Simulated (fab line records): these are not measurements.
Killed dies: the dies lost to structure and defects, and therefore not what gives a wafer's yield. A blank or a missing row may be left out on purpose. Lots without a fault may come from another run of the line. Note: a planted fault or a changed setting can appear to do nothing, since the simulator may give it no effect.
Which tool was responsible?	flow sky130	14 lots, 42 wafers sampled, at 3 steps of a route of 708

== WHAT EACH GAUGE READ, for each wafer ==
SKY_VIA2_BOW_MEAS_03.
lot	measured	on	VIA2_BOW (um)
L615	day 36 08:31	film metro-01	89 88 102
L616	day 36 11:14	film metro-01	99 90 90
L619	day 37 00:58	film metro-02	88 77 93
L620	day 37 19:23	film metro-02	95 82 85
L621	day 37 22:20	film metro-02	106 101 100
L623	day 38 10:11	film metro-02	95 87 89
L624	day 38 14:33	film metro-03	88 87 93
L630	day 40 18:55	film metro-03	103 84 88
L633	day 42 06:28	film metro-03	79 83 83
L636	day 42 10:37	film metro-01	82 89 99
L635	day 42 11:55	film metro-03	84 81 88
L634	day 42 12:51	film metro-01	99 90 79
L637	day 42 17:07	film metro-03	82 91 92
L638	day 42 23:25	film metro-03	99 96 81

== TOOL THAT RAN EACH LOT (tool first, then ch and the chambers of the sampled wafers, then the start) ==
lot	SKY_SD_P_DEVELOP_06	SKY_METAL2_SPUTTER_03
L615	litho track-04 ch 0, day 26 13:28	pvd sputter-04, day 35 04:13
L616	litho track-01 ch 0, day 26 18:11	pvd sputter-04, day 35 07:18
L619	litho track-01 ch 0, day 27 08:11	pvd sputter-02, day 35 20:44
L620	litho track-01 ch 0, day 28 05:02	pvd sputter-01, day 36 15:47
L621	litho track-03 ch 0, day 28 08:42	pvd sputter-02, day 36 19:46
L623	litho track-01 ch 0, day 28 21:44	pvd sputter-02, day 37 06:41
L624	litho track-01 ch 0, day 29 02:52	pvd sputter-01, day 37 11:08
L630	litho track-04 ch 0, day 31 10:40	pvd sputter-01, day 39 16:12
L633	litho track-04 ch 0, day 33 04:55	pvd sputter-01, day 41 05:22
L636	litho track-04 ch 0, day 33 07:25	pvd sputter-01, day 41 08:32
L635	litho track-04 ch 0, day 33 09:53	pvd sputter-02, day 41 09:44
L634	litho track-04 ch 0, day 33 10:31	pvd sputter-02, day 41 10:43
L637	litho track-01 ch 0, day 33 14:13	pvd sputter-04, day 41 15:36
L638	litho track-04 ch 0, day 33 23:49	pvd sputter-01, day 41 21:56
- SKY_SD_P_DEVELOP_06: develop time 60 s.
- SKY_METAL2_SPUTTER_03: material Ti, target thk 5 nm, time 3.3 s.

== AS READ BY THE TOOLS THEMSELVES (means over the sampled wafers that have a number; for cases with no such wafer, the mark the record gives instead) ==
SKY_SD_P_DEVELOP_06.
lot	tool	developer temp C (C)
L615	litho track-04	23.13
L616	litho track-01	23.16
L619	litho track-01	22.85
L620	litho track-01	22.96
L621	litho track-03	23.00
L623	litho track-01	20.73
L624	litho track-01	20.72
L630	litho track-04	22.99
L633	litho track-04	22.96
L636	litho track-04	22.97
L635	litho track-04	23.00
L634	litho track-04	23.09
L637	litho track-01	23.07
L638	litho track-04	22.92

SKY_METAL2_SPUTTER_03.
lot	tool	cathode dc power W (W)	throttle valve pct (%)
L615	pvd sputter-04	2999.5	30.9
L616	pvd sputter-04	3000.2	30.6
L619	pvd sputter-02	2999.7	29.8
L620	pvd sputter-01	2999.3	29.4
L621	pvd sputter-02	3000.2	29.8
L623	pvd sputter-02	2999.8	29.7
L624	pvd sputter-01	2999.8	29.8
L630	pvd sputter-01	2999.8	29.2
L633	pvd sputter-01	3000.1	30.1
L636	pvd sputter-01	3000.6	29.7
L635	pvd sputter-02	2999.9	30.1
L634	pvd sputter-02	2999.9	29.7
L637	pvd sputter-04	2999.9	29.2
L638	pvd sputter-01	2999.7	30.5

== THE ANSWER, worked out from the rows above alone ==
Rule: usual is defined by the lots themselves. The widest of any qualifying gaps counts: lots, ordered by their means at a reading, are off when they make up no more than a third of the lots, leave a main group of 4 or more, and stand apart from it by 3 or more times the standard deviation of that group's means. If all means in a main group match to the digits the tables above print for the reading, that group is not used. A lot without any number at a reading at which 4 lots or more have one is off too. The other lots that the step has rows for count as sound. After the gauges, taken in route order, come the tools' own readings; for these a lot's mean is taken, as printed above. At the first step where some lot is off, the reading lying furthest off is the one used; lots without a number count as furthest.
Off at SKY_SD_P_DEVELOP_06 (developer temp C): L623, L624. Main group: mean 23.01 C, sd 0.086.
A tool fits if, at that step or a process step before it, it ran every lot that is off, and no sound lot after the first of them. No candidate that was tried fits.

== WHAT THE SIMULATOR HAD PUT IN ==
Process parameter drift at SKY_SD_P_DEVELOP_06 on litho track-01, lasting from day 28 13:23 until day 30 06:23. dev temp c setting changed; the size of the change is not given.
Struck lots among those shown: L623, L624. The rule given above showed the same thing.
